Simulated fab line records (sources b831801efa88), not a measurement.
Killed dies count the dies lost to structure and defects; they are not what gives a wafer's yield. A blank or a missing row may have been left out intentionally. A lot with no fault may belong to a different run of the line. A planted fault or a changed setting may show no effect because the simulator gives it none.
Which tool did it? -- flow sky130 -- 7 lots (21 wafers sampled), 1 step of a 708-step route

WHAT THE GAUGES SHOWED, per wafer
SKY_VT_ADJUST_HVTP_CD_MEAS_07: the cd target is 380 nm.
lot,measured,on,cd-nm (nm)
L937,day 6 12:37,cd-sem-01,378.4 378.2 378.6
L939,day 7 02:02,cd-sem-02,381.3 380.5 381.0
L942,day 7 17:37,cd-sem-01,377.7 376.2 378.2
L944,day 8 20:13,cd-sem-01,380.7 380.7 381.6
L946,day 9 05:41,cd-sem-01,378.5 379.5 379.4
L949,day 9 18:14,cd-sem-01,377.5 380.5 377.7
L954,day 11 02:10,cd-sem-01,381.0 381.9 383.1

WHICH TOOL RAN EACH LOT (tool, then ch and the chambers of the sampled wafers, then the start)
The record holds no process step before these readings.

THE ANSWER, worked out from the rows above alone
Rule: usual is defined by the lots themselves. The widest of any qualifying gaps counts: lots, ordered by their means at a reading, are off when they make up no more than a third of the lots, leave a main group of 4 or more, and stand apart from it by 3 or more times the standard deviation of that group's means. If all means in a main group match to the digits the tables above print for the reading, that group is not used. Also off: a lot with no number at a reading for which 4 or more lots have one. Any other lot the step has rows for is counted as sound.
Across all readings shown, no lot is off: no conclusion can be drawn from this.

WHAT THE SIMULATOR HAD INSERTED
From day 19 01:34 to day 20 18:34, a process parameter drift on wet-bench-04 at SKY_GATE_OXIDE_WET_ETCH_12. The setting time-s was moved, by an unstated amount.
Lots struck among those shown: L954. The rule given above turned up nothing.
